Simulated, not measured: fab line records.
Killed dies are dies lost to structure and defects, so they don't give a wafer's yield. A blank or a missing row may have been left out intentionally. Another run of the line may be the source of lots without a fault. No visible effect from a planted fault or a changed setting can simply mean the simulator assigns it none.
A lot that was struck, set against a sound lot | flow sky130 | 44 steps out of a route of 708
Sound: these wafers, L776.3, L776.4, L776.6. Struck: wafer L774.4; the same lot's L774.2 was not struck, so it is left out; see the end for the cause.
Per side, at each step with rows, come the tool, then ch with its chambers, and then its first start. Under that, the readings that differ: sound wafers | struck wafers | difference of the means | sigmas: that difference in standard deviations of wafers without a fault.
alike: readings whose means differ by less than 2 such deviations, and words and numbers that are the same on both sides. not compared: withheld readings, readings that some wafer has no value for, bounds like >300 that may hide the same value, and numbers for which the record gives no deviation and whose values overlap.
A row with sigmas, a row that says differs or no value, or rows on one side alone: a step with any of these is where the two part. Non-overlapping numbers with no deviation appear without sigmas and do not part them. A reading that every wafer of one side lacks parts them only if that side has two wafers or more.

first, 4 steps without rows for these wafers: SKY_VIA2_CLEAN_18 (cleans in IPA, time 180 s); SKY_VIA2_CLEAN_19 (cleans in O3/DIW); SKY_VIA2_SPUTTER_20 (material TiN, target thk 20 nm, time 80 s); SKY_VIA2_CVD_21 (deposits W, target thk 420 nm, time 126.4 s).
SKY_VIA2_RS_MEAS_22: a four-point-probe measurement.
  sound on film-metro-01, day 42 16:50; struck on film-metro-03, day 42 13:22
  alike: VIA2_W_RS
SKY_VIA2_THK_MEAS_23: measures by xrf.
  sound on film-metro-01, day 42 16:56; struck on film-metro-03, day 42 13:29
  alike: VIA2_W_THK
SKY_VIA2_CMP_24: polishes, stops on SiO2, t overpolish 20 s, target thk 0 nm.
  sound on cmp-02 ch 1,3, day 42 17:10; struck on cmp-02 ch 1, day 42 13:35
  alike: motor-current-A, overpolish-run-s, time-to-endpoint-s
then, 1 step without rows for these wafers: SKY_METAL3_SPUTTER_00 (material Ti, target thk 15 nm, time 10 s).
SKY_METAL3_SPUTTER_01: material TiN, target thk 20 nm, time 16.7 s.
  sound on pvd-sputter-01, day 42 17:26; struck on pvd-sputter-01, day 42 13:53
  alike: throttle-valve-pct
then, 2 steps without rows for these wafers: SKY_METAL3_SPUTTER_02 (material AlCu, target thk 735 nm, time 39.1 s); SKY_METAL3_SPUTTER_03 (material Ti, target thk 5 nm, time 3.3 s).
SKY_METAL3_SPUTTER_04: material TiN, target thk 70 nm, time 58.3 s.
  sound on pvd-sputter-01, day 42 17:31; struck on pvd-sputter-01, day 42 13:58
  alike: throttle-valve-pct
SKY_CAPM_CVD_00: deposits SiO2, target thk 15.5 nm.
  sound on pecvd-03 ch 0,1,2, day 42 17:34; struck on pecvd-02 ch 1, day 42 14:01
  reading                               | sound             | struck | difference | sigmas
  model.SiO2_of_CAPM_CVD_00.thk-nm (nm) | 15.48 15.77 15.78 | 25.07  | +9.39      |
  alike: heater-power-w
SKY_CAPM_THK_MEAS_01:
  sound on film-metro-01, day 42 17:37; struck on film-metro-03, day 42 14:02
  reading              | sound             | struck | difference | sigmas
  CAPM_CVD_00_THK (nm) | 15.49 15.75 15.76 | 25.04  | +9.37      | +45
SKY_CAPM_SPUTTER_02: material TiN, target thk 200 nm, time 166.7 s.
  sound on pvd-sputter-02, day 42 17:39; struck on pvd-sputter-02, day 42 14:05
  alike: substrate-temp-c, throttle-valve-pct
SKY_CAPM_RS_MEAS_03: a four-point-probe measurement.
  sound on film-metro-03, day 42 17:48; struck on film-metro-02, day 42 14:13
  alike: CAPM_TIN_RS
SKY_CAPM_THK_MEAS_04: measures by xrf.
  sound on film-metro-03, day 42 17:54; struck on film-metro-02, day 42 14:20
  alike: CAPM_TIN_THK
then, 7 steps without rows for these wafers: SKY_CAPM_DEHYDRATE_05 (time 60 s); SKY_CAPM_HMDS_06 (prime time 60 s); SKY_CAPM_COAT_07 (resist thk 1140 nm); SKY_CAPM_SOFTBAKE_08 (time 60 s); SKY_CAPM_EXPOSE_09 (exposes mask CAPM, target cd 1000 nm); SKY_CAPM_PEB_10; SKY_CAPM_DEVELOP_11 (develop time 60 s).
SKY_CAPM_OVL_MEAS_12:
  sound on overlay-01, day 43 16:25; struck on overlay-01, day 43 13:50
  alike: CAPM_OVL
then, 13 steps without rows for these wafers: SKY_CAPM_METAL_ETCH_13 (etches TiN in Cl2/BCl3, stops on SiO2, target depth 220 nm, time 62.9 s); SKY_CAPM_STRIP_14 (strips in O2/N2); SKY_CAPM_STRIP_15 (strips in post etch residue remover, time 1200 s); SKY_CAPM_CLEAN_16 (cleans in IPA, time 180 s); SKY_CAPM_CLEAN_17 (cleans in O3/DIW); SKY_METAL3_DEHYDRATE_05 (time 60 s); SKY_METAL3_HMDS_06 (prime time 60 s); SKY_METAL3_COAT_07 (resist thk 60 nm); SKY_METAL3_COAT_08 (resist thk 1140 nm); SKY_METAL3_SOFTBAKE_09 (time 90 s); SKY_METAL3_EXPOSE_10 (exposes mask MM3, target cd 300 nm); SKY_METAL3_PEB_11; SKY_METAL3_DEVELOP_12 (develop time 60 s).
SKY_METAL3_CD_MEAS_13: the cd target is 300 nm.
  sound on cd-sem-01, day 44 15:42; struck on cd-sem-01, day 44 13:10
  alike: cd-nm
SKY_METAL3_OVL_MEAS_14:
  sound on overlay-01, day 44 15:47; struck on overlay-02, day 44 13:16
  alike: METAL3_OVL
then, 1 step without rows for these wafers: SKY_METAL3_DESCUM_15 (chemistry O2, time 8 s).
SKY_METAL3_ETCH_16: etches BARC in N2/H2, stops on SiO2, time 88.2 s, target depth 60 nm.
  sound on rie-metal-01 ch 0,1, day 44 15:53; struck on rie-metal-02 ch 1, day 44 13:20
  alike: drypump-motor-current-A, oes-product-au, throttle-valve-pct
  not compared: rf-hours-counter-h
SKY_METAL3_ETCH_17: etches SiO2 in C4F8/O2/Ar, stops on TiN, time 3.9 s, target depth 15 nm.
  sound on rie-diel-02 ch 0,2, day 44 15:57; struck on rie-diel-02 ch 2, day 44 13:26
  reading                  | sound             | struck | difference | sigmas
  oes-product-au (a.u.)    | 0.756 0.754 0.762 | 0.972  | +0.215     | +31
  model.etch.depth-nm (nm) | 15.48 15.77 15.78 | 25.07  | +9.39      |
  not compared: rf-hours-counter-h
-- the record jumps here: 6 days lie between the struck wafers' starts before and after (it left off in module METAL3 and takes up again in module PAD_OPEN, whose first step shown is number 708 of the route) --
SKY_PAD_OPEN_PROBE_99:
  sound on prober-01, day 50 15:52; struck on prober-02, day 50 13:30
  reading                               | sound                | struck | difference | sigmas
  killed-at-contacts                    | 31 38 28             | 21     | -11        | -2
  killed-short                          | 48 32 47             | 27     | -15        | -2
  model.etest.tester.sort-n-pass        | 406 413 397          | 0      | -405       |
  model.etest.tester.sort-yield-pct (%) | 82.52 83.94 80.69    | 0      | -82        |
  model.etest.tester.sort_bin_5_pct (%) | 9.959 8.943 11.59    | 71.1   | +60.9      |
  model.etest.tester.sort_bin_3_pct (%) | 1.016 0.6098 0.813   | 23.41  | +22.60     |
  model.etest.cap-mim.bv-v (V)          | 13.42 13.58 14.21    | 22.91  | +9.17      |
  model.etest.met3-comb.leak-log10-a-um | -11.91 -12.22 -11.81 | -7.819 | +4.161     |
  model.etest.cap-mim.leak-log10-a-cm2  | -8.858 -8.948 -8.786 | -10.55 | -1.69      |
  model.etest.cap-mim.c-ff-um2          | 2.336 2.313 2.302    | 1.456  | -0.861     |
  alike: defect-limited-yield, killed_at_M0_to_M3, killed_at_M4_up, killed-at-front-end, killed-at-other, killed-dies, killed-open

== WHERE THEY PART ==
Last at SKY_PAD_OPEN_PROBE_99 as far as this record goes, first at SKY_CAPM_THK_MEAS_01.

WHY: whatever the simulator had introduced
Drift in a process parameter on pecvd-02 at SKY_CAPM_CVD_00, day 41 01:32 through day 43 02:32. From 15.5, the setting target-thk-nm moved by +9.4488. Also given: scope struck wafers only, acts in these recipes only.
